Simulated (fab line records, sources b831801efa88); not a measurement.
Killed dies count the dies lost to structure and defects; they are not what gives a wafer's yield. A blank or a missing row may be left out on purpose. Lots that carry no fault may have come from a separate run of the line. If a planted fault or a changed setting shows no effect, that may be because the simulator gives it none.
8D (eight disciplines) problem report, filled in by code / flow gf180mcu / the parts of the form that need people (team, actions taken, sign-off) are left out

1. WHAT IS WRONG
Mean of cathode_dc_power_W at GF_V3_SPUTTER_21: 2358.6 W across 9 wafers in 3 lots; on wafers with no fault it is 2500.0 W (standard deviation 0.45). That is -99 or more standard deviations from the usual mean.
The step: material Ti, target thk 15 nm, time 80.02 s.
Earliest sighting: wafer L486.2 on pvd_sputter-04 at day 27 11:00. The record has a number at this step for 21 wafers belonging to 7 lots. By rule, "out" or "out of limits" means more than 4 standard deviations away from the usual mean. The rest of the wafers with a number are treated as sound.

2. WHAT IT IS AND WHAT IT IS NOT
question=which readings at this step | is=cathode_dc_power_W | is not=throttle_valve_pct
question=which lots | is=L486, L487, L488 | is not=L476, L479, L490, L491
question=which wafers of those lots | is=all that have a number | is not=-
question=read on which tools | is=pvd_sputter-04 | is not=pvd_sputter-01, pvd_sputter-02
question=when | is=from day 27 11:00 | is not=up to then (6 sound wafers); but 6 sound wafers of L490, L491 came after

3. THE SUSPECTS, EACH WITH WHAT RULES IT OUT
Counting: a tool at a process step up to the reading stays a suspect if it ran every lot that is out and no sound lot after the first of them.
- pvd_sputter-04 at GF_V3_SPUTTER_21 (material Ti, target thk 15 nm, time 80.02 s): kept. It ran every lot that is out, first L486 (day 27 11:00), and no sound lot after that; its last sound lot up to then is L476 (day 24 06:05). Its own readings are out on those wafers: cathode_dc_power_W.
Remaining after the count: pvd_sputter-04 at GF_V3_SPUTTER_21.

4. THE CAUSE (what the simulator had put in)
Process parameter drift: pvd_sputter-04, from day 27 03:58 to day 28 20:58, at GF_V3_SPUTTER_21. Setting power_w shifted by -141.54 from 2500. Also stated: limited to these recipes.
After counting, this tool was the only one left.

5. SEQUENCE OF EFFECTS, ordered by route
Each row: a reading where the mean over the struck wafers with a number is more than 3 standard deviations away from the usual. Only readings whose record carries a usual standard deviation are examined. hours: median over the lots of the time between each lot's start at the first step of this table that gives one and its start at this step. sigmas: the change, counted in usual standard deviations.
hours=0; step=GF_V3_SPUTTER_21; reading=cathode_dc_power_W; usual=2500.0 W; on struck wafers=2358.6; change=-141.4; sigmas=-99 or more
It contains these process steps:
- GF_V3_SPUTTER_21: material Ti, target thk 15 nm, time 80.02 s.

6. HOW IT WOULD HAVE BEEN CAUGHT EARLIER
7 hours passed between the start of the fault at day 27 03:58 and the first reading out of limits in this record, taken at day 27 11:00.
